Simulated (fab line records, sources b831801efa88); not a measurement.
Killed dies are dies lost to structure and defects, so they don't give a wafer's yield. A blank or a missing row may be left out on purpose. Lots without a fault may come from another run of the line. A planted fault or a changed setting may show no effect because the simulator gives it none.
Which tool did it? | flow sky130 | 13 lots, 39 wafers sampled, at 4 steps of a route of 708

WHAT THE GAUGES READ, wafer by wafer
SKY_GATE_OXIDE_THK_MEAS_02.
lot  | measured     | on            | GATE_OXIDE_OXIDATION_00_THK (nm)
L480 | day 13 03:05 | film_metro-03 | 9.98 10.27 10.09
L481 | day 13 13:25 | film_metro-03 | 10.43 10.46 10.46
L483 | day 14 01:03 | film_metro-02 | 10.06 10.29 10.28
L484 | day 14 10:37 | film_metro-04 | 10.40 10.46 10.45
L486 | day 15 10:07 | film_metro-02 | 10.19 10.03 10.12
L490 | day 16 06:16 | film_metro-02 | 10.20 10.12 10.14
L491 | day 16 19:40 | film_metro-02 | 10.75 10.74 10.48
L492 | day 17 05:33 | film_metro-02 | 10.26 10.05 10.16
L494 | day 17 15:20 | film_metro-03 | 10.66 10.58 10.36
L498 | day 19 05:22 | film_metro-02 | 10.29 10.40 10.43
L499 | day 19 13:31 | film_metro-03 | 10.22 10.37 10.44
L500 | day 19 19:55 | film_metro-04 | 10.22 10.17 10.02
L501 | day 20 05:43 | film_metro-02 | 10.30 10.15 10.16

SKY_RES_PROTECT_TW_MEAS_08.
lot  | measured     | on            | POLY_GATE_TW
L480 | day 15 11:46 | film_metro-03 | 3928 3935 3931
L481 | day 15 22:08 | film_metro-04 | 3980 3987 3983
L483 | day 16 10:23 | film_metro-04 | 3995 3980 3973
L484 | day 16 21:16 | film_metro-04 | 3987 3969 3997
L486 | day 17 22:22 | film_metro-01 | 4018 4008 4018
L490 | day 18 23:23 | film_metro-03 | 3931 3913 3933
L494 | day 20 08:22 | film_metro-04 | 4034 4045 4007
L498 | day 22 00:07 | film_metro-01 | 4044 4021 4032
L499 | day 22 07:44 | film_metro-04 | 3976 3963 3975
L500 | day 22 13:10 | film_metro-01 | 4038 4031 4017
L501 | day 22 22:23 | film_metro-01 | 4061 4045 4049

WHICH TOOL RAN EACH LOT (tool, then ch and the chambers of the sampled wafers, then the start)
lot  | SKY_GATE_OXIDE_WET_ETCH_12      | SKY_RES_PROTECT_STRIP_07
L480 | wet_bench-04 ch 1, day 14 04:04 | plasma_asher-01 ch 0,1, day 15 11:40
L481 | wet_bench-03 ch 3, day 14 14:27 | plasma_asher-01 ch 1, day 15 22:01
L483 | wet_bench-03 ch 1, day 15 02:42 | plasma_asher-03 ch 0,1, day 16 10:16
L484 | wet_bench-03 ch 0, day 15 12:58 | plasma_asher-03 ch 0,1, day 16 21:10
L486 | wet_bench-03 ch 3, day 16 13:40 | plasma_asher-01 ch 0,1, day 17 22:16
L490 | wet_bench-04 ch 2, day 17 10:43 | plasma_asher-04 ch 0,1, day 18 23:18
L491 | wet_bench-02 ch 2, day 18 00:15 | -
L492 | wet_bench-03 ch 2, day 18 11:18 | -
L494 | wet_bench-04 ch 0, day 18 20:39 | plasma_asher-04 ch 0,1, day 20 08:16
L498 | wet_bench-04 ch 0, day 20 13:16 | plasma_asher-01 ch 0,1, day 22 00:01
L499 | wet_bench-02 ch 0, day 20 21:15 | plasma_asher-01 ch 0,1, day 22 07:37
L500 | wet_bench-03 ch 1, day 21 02:55 | plasma_asher-01 ch 0,1, day 22 13:04
L501 | wet_bench-02 ch 1, day 21 12:55 | plasma_asher-01 ch 0,1, day 22 22:16
- SKY_GATE_OXIDE_WET_ETCH_12: etches SiO2 in dHF, target depth 16.8 nm, time 336 s.
- SKY_RES_PROTECT_STRIP_07: strips in O2/N2.

WHAT THE TOOLS THEMSELVES READ (means of the sampled wafers that have a number; where no wafer has one, the mark that the record gives instead)
SKY_GATE_OXIDE_WET_ETCH_12.
lot  | tool         | bath_heat_duty_pct (%) | run_length_s (s)
L480 | wet_bench-04 | 6.2                    | 361
L481 | wet_bench-03 | 5.2                    | 361
L483 | wet_bench-03 | 5.1                    | 368
L484 | wet_bench-03 | 6.0                    | 368
L486 | wet_bench-03 | 6.1                    | 368
L490 | wet_bench-04 | 7.2                    | 361
L491 | wet_bench-02 | -                      | -
L492 | wet_bench-03 | -                      | -
L494 | wet_bench-04 | 6.7                    | 371
L498 | wet_bench-04 | 6.5                    | 362
L499 | wet_bench-02 | 5.1                    | 372
L500 | wet_bench-03 | 5.6                    | 361
L501 | wet_bench-02 | 5.9                    | 362

SKY_RES_PROTECT_STRIP_07.
lot  | tool            | drypump_motor_current_A (A) | n2_flow_sccm (sccm) | oes_product_au (a.u.) | strip_time_to_endpoint_s (s)
L480 | plasma_asher-01 | 6.0                         | 299.5               | 0.513                 | 23.20
L481 | plasma_asher-01 | 6.5                         | 300.3               | 0.518                 | 23.12
L483 | plasma_asher-03 | 6.4                         | 300.3               | 0.520                 | 23.13
L484 | plasma_asher-03 | 6.4                         | 300.1               | 0.521                 | 23.15
L486 | plasma_asher-01 | 5.9                         | 300.1               | 0.520                 | 23.14
L490 | plasma_asher-04 | 5.5                         | 298.9               | 0.518                 | 23.17
L494 | plasma_asher-04 | 5.5                         | 299.9               | 0.519                 | 23.23
L498 | plasma_asher-01 | 5.9                         | 300.6               | 0.520                 | 23.18
L499 | plasma_asher-01 | 6.0                         | 299.9               | 0.518                 | 23.20
L500 | plasma_asher-01 | 6.0                         | 299.8               | 0.519                 | 23.15
L501 | plasma_asher-01 | 6.0                         | 300.4               | 0.522                 | 23.21

THE ANSWER, worked out from the rows above alone
Rule: what is usual is taken from the lots themselves. Put in order of their means at a reading, lots are off if they are a third of the lots or fewer, leave a main group of 4 or more, and stand apart from it by a gap of 3 or more times the standard deviation of the main group's means; of several such gaps the widest counts. A main group whose means are all the same, to the digits that the tables above print for the reading, isn't used. A lot without any number at a reading at which 4 lots or more have one is off too. The other lots that the step has rows for count as sound. The gauges are gone through in route order, then the tools' own readings, and for those a lot's mean is taken as printed above. The first step at which some lot is off is used, and at that step the reading that is off furthest; a lot without a number counts as furthest.
Off: L491, L492, at SKY_GATE_OXIDE_WET_ETCH_12 (bath_heat_duty_pct). Without a number there: L491, L492. The main group: mean 6.0 %, standard deviation 0.65.
A tool fits if, at that step or a process step before it, it ran every lot that is off, and no sound lot after the first of them. None of those tried fits.

WHAT THE SIMULATOR HAD PUT IN
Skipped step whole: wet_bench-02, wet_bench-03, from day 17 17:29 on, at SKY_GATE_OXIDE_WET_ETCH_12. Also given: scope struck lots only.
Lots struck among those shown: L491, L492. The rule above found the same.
